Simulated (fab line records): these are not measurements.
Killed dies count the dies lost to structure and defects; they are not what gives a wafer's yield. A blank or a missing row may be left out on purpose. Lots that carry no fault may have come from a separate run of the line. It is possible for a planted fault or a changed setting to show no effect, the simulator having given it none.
The same fault as seen by 2 desks	flow sky130	each desk has only its own numbers; what lay behind them comes last

== FROM THE METROLOGY DESK ==
Lot by lot, what the gauges showed, no matter which tool ran the lot: averages of those sampled wafers that carry a number. Marked OUT: a lot whose mean sits more than 4 standard deviations from the usual mean, which makes it out of limits; the brackets give that distance.
Columns: A = PASSIVATION_CVD_02_THK at SKY_PASSIVATION_THK_MEAS_03, usual 542 nm
lot	first seen here	A
L729	day 44 11:57	546
L732	day 45 04:49	537
L733	day 45 09:07	537
L734	day 45 12:52	539
L735	day 45 16:02	542
L736	day 46 05:55	541
L738	day 46 10:04	540
L737	day 46 14:23	538
L740	day 46 21:05	542
L741	day 47 10:28	545
L742	day 47 19:07	543
L743	day 47 23:29	550
L750	day 49 09:39	549
This desk found nothing out of limits on any of the 13 lots.

== TOOL OWNER'S DESK, pecvd-02 ==
The tool's own readings at SKY_CAPM_CVD_00 (deposits SiO2, target thk 15.5 nm): means of the sampled wafers that have a number, for each lot that ran on this tool. Marked OUT: a lot whose mean sits more than 4 standard deviations from the usual mean, which makes it out of limits; the brackets give that distance.
Columns: A = heater_power_w at SKY_CAPM_CVD_00, usual 717 W
lot	first seen here	A
L729	day 37 02:48	655
L732	day 37 19:28	670
L736	day 39 02:29	720
L738	day 39 09:43	743
L740	day 39 20:56	717
L750	day 43 00:14	782
This desk found nothing out of limits on any of the 6 lots.

== ALL TOGETHER ==
At the metrology desk, nothing out of limits was observed.
Nothing out of limits was seen by the tool owner's desk.

== WHAT HAD BEEN PUT IN BY THE SIMULATOR ==
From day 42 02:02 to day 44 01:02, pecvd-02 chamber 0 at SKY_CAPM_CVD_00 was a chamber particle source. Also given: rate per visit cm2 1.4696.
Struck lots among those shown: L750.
